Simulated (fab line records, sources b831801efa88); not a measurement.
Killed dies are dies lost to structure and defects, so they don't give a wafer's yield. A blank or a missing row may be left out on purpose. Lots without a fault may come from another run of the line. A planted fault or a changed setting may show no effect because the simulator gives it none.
Which tool did it? | flow sky130 | 10 lots, 30 wafers sampled, at 6 steps of a route of 708

WHAT THE GAUGES READ, wafer by wafer
SKY_VIA4_OVL_MEAS_11. Usual: VIA4_OVL 0.2 nm, standard deviation 1.4.
lot  | measured     | on         | VIA4_OVL (nm)  | flag
L828 | day 43 02:44 | overlay-01 | -2.2 -1.3 -1.9 |
L829 | day 43 09:31 | overlay-01 | -0.8 0.0 -0.6  |
L830 | day 43 14:13 | overlay-02 | -0.9 -0.2 0.7  |
L831 | day 44 04:37 | overlay-01 | 1.9 2.1 0.7    |
L834 | day 44 17:04 | overlay-02 | 1.6 2.5 1.5    |
L838 | day 45 17:31 | overlay-02 | 0.6 2.2 0.5    |
L842 | day 46 23:20 | overlay-02 | 0.9 0.3 -0.4   |
L843 | day 47 00:47 | overlay-02 | -0.9 -1.1 -2.9 |
L845 | day 47 12:01 | overlay-02 | -0.6 -0.3 0.1  |
L846 | day 47 15:46 | overlay-02 | 0.8 0.3 1.4    |

SKY_VIA4_RS_MEAS_19: measures by four-point-probe. Usual: VIA4_W_RS 0.2257 ohm/sq, standard deviation 0.0025.
lot  | measured     | on            | VIA4_W_RS (ohm/sq)   | flag
L828 | day 43 03:40 | film_metro-02 | 0.2255 0.2278 0.2236 |
L829 | day 43 10:32 | film_metro-02 | 0.2214 0.2267 0.2243 |
L830 | day 43 15:17 | film_metro-04 | 0.2271 0.2301 0.2278 |
L831 | day 44 05:32 | film_metro-04 | 0.2257 0.2276 0.2251 |
L834 | day 44 18:02 | film_metro-02 | 0.2241 0.2265 0.2225 |
L838 | day 45 18:28 | film_metro-04 | 0.2265 0.2240 0.2248 |
L842 | day 47 00:19 | film_metro-01 | 0.2222 0.2236 0.2289 |
L843 | day 47 02:04 | film_metro-04 | 0.1116 0.1108 0.1103 | OFF
L845 | day 47 12:56 | film_metro-01 | 0.2246 0.2300 0.2254 |
L846 | day 47 17:26 | film_metro-01 | 0.1115 0.1127 0.1124 | OFF

SKY_VIA4_THK_MEAS_20: measures by xrf. Usual: VIA4_W_THK 500 nm, standard deviation 6.1.
lot  | measured     | on            | VIA4_W_THK (nm) | flag
L828 | day 43 03:46 | film_metro-02 | 498 495 503     |
L829 | day 43 10:39 | film_metro-02 | 508 496 501     |
L830 | day 43 15:24 | film_metro-04 | 493 488 494     |
L831 | day 44 05:40 | film_metro-04 | 498 496 503     |
L834 | day 44 18:09 | film_metro-02 | 503 498 510     |
L838 | day 45 18:35 | film_metro-04 | 497 504 505     |
L842 | day 47 00:26 | film_metro-01 | 513 510 494     |
L843 | day 47 02:10 | film_metro-04 | 965 974 984     | OFF
L845 | day 47 13:03 | film_metro-01 | 506 494 507     |
L846 | day 47 17:34 | film_metro-01 | - 997 -         | OFF

WHICH TOOL RAN EACH LOT (tool, then ch and the chambers of the sampled wafers, then the start)
lot  | SKY_VIA1_STRIP_16                    | SKY_VIA3_SPUTTER_20          | SKY_VIA4_CVD_18
L828 | plasma_asher-01 ch 0,1, day 34 04:24 | pvd_sputter-02, day 39 23:17 | cvd_w-02 ch 0,1, day 43 03:32
L829 | plasma_asher-04 ch 0,1, day 34 14:10 | pvd_sputter-02, day 40 06:43 | cvd_w-01 ch 0,1, day 43 10:17
L830 | plasma_asher-01 ch 0,1, day 34 19:55 | pvd_sputter-03, day 40 12:19 | cvd_w-01 ch 1, day 43 14:59
L831 | plasma_asher-04 ch 0,1, day 35 11:34 | pvd_sputter-03, day 41 02:28 | cvd_w-02 ch 0,1, day 44 05:23
L834 | plasma_asher-03 ch 1, day 36 01:40   | pvd_sputter-01, day 41 15:31 | cvd_w-02 ch 0,1, day 44 17:52
L838 | plasma_asher-01 ch 0,1, day 37 11:07 | pvd_sputter-02, day 42 20:28 | cvd_w-02 ch 0,1, day 45 18:19
L842 | plasma_asher-01 ch 0,1, day 38 21:40 | pvd_sputter-02, day 44 05:43 | cvd_w-02 ch 0,1, day 47 00:09
L843 | plasma_asher-03 ch 0,1, day 38 23:33 | pvd_sputter-03, day 44 06:36 | cvd_w-01 ch 0,1, day 47 01:35
L845 | plasma_asher-01 ch 0,1, day 39 14:34 | pvd_sputter-02, day 44 19:13 | cvd_w-02 ch 0,1, day 47 12:47
L846 | plasma_asher-03 ch 0,1, day 39 16:55 | pvd_sputter-01, day 44 22:34 | cvd_w-01 ch 0,1, day 47 16:58
- SKY_VIA1_STRIP_16: strips in O2/N2.
- SKY_VIA3_SPUTTER_20: material TiN, target thk 20 nm, time 80 s.
- SKY_VIA4_CVD_18: deposits W, target thk 505 nm, time 152.14 s.

WHAT THE TOOLS THEMSELVES READ (means of the sampled wafers that have a number; where no wafer has one, the mark that the record gives instead)
SKY_VIA1_STRIP_16. Usual: drypump_motor_current_A 5.7 A, standard deviation 0.39; oes_product_au 0.416 a.u., standard deviation 0.0047; strip_time_to_endpoint_s 4.467 s, standard deviation 0.023.
lot  | tool            | drypump_motor_current_A (A) | oes_product_au (a.u.) | strip_time_to_endpoint_s (s) | flag
L828 | plasma_asher-01 | 5.9                         | 0.418                 | 4.481                        |
L829 | plasma_asher-04 | 5.5                         | 0.414                 | 4.478                        |
L830 | plasma_asher-01 | 5.9                         | 0.419                 | 4.480                        |
L831 | plasma_asher-04 | 5.5                         | 0.416                 | 4.461                        |
L834 | plasma_asher-03 | 5.6                         | 0.417                 | 4.452                        |
L838 | plasma_asher-01 | 5.9                         | 0.417                 | 4.490                        |
L842 | plasma_asher-01 | 5.9                         | 0.416                 | 4.473                        |
L843 | plasma_asher-03 | 5.8                         | 0.415                 | 4.462                        |
L845 | plasma_asher-01 | 5.9                         | 0.422                 | 4.455                        |
L846 | plasma_asher-03 | 5.9                         | 0.421                 | 4.483                        |

SKY_VIA3_SPUTTER_20. Usual: throttle_valve_pct 30.0 %, standard deviation 1.1.
lot  | tool           | throttle_valve_pct (%) | flag
L828 | pvd_sputter-02 | 29.5                   |
L829 | pvd_sputter-02 | 29.6                   |
L830 | pvd_sputter-03 | 29.3                   |
L831 | pvd_sputter-03 | 29.1                   |
L834 | pvd_sputter-01 | 30.0                   |
L838 | pvd_sputter-02 | 29.5                   |
L842 | pvd_sputter-02 | 29.5                   |
L843 | pvd_sputter-03 | 29.2                   |
L845 | pvd_sputter-02 | 30.5                   |
L846 | pvd_sputter-01 | 31.1                   |

SKY_VIA4_CVD_18. Usual: chamber_pressure_Torr 40.01 Torr, standard deviation 0.075; heater_power_w 821 W, standard deviation 62.
lot  | tool     | chamber_pressure_Torr (Torr) | heater_power_w (W) | flag
L828 | cvd_w-02 | 39.94                        | 848                |
L829 | cvd_w-01 | 40.03                        | 829                |
L830 | cvd_w-01 | 39.99                        | 852                |
L831 | cvd_w-02 | 40.02                        | 847                |
L834 | cvd_w-02 | 40.01                        | 849                |
L838 | cvd_w-02 | 40.02                        | 857                |
L842 | cvd_w-02 | 40.05                        | 841                |
L843 | cvd_w-01 | 40.00                        | 806                |
L845 | cvd_w-02 | 40.02                        | 848                |
L846 | cvd_w-01 | 40.02                        | 768                |

THE ANSWER, worked out from the rows above alone
Rule: a lot is off if the mean of its wafers that have a number lies more than 3 standard deviations from the usual mean. A lot without any number at a reading at which 4 lots or more have one is off too. The other lots that the step has rows for count as sound. The gauges are gone through in route order, then the tools' own readings, and for those a lot's mean is taken as printed above. The first step at which some lot is off is used, and at that step the reading that is off furthest; a lot without a number counts as furthest.
Off: L843, L846, at SKY_VIA4_RS_MEAS_19 (VIA4_W_RS).
A tool fits if, at a process step before that reading, it ran every lot that is off, and no sound lot after the first of them. The gauges at SKY_VIA4_RS_MEAS_19 are tried like those tools. Can't be told from this: 2 tools fit, plasma_asher-03 at SKY_VIA1_STRIP_16, cvd_w-01 at SKY_VIA4_CVD_18.

WHAT THE SIMULATOR HAD PUT IN
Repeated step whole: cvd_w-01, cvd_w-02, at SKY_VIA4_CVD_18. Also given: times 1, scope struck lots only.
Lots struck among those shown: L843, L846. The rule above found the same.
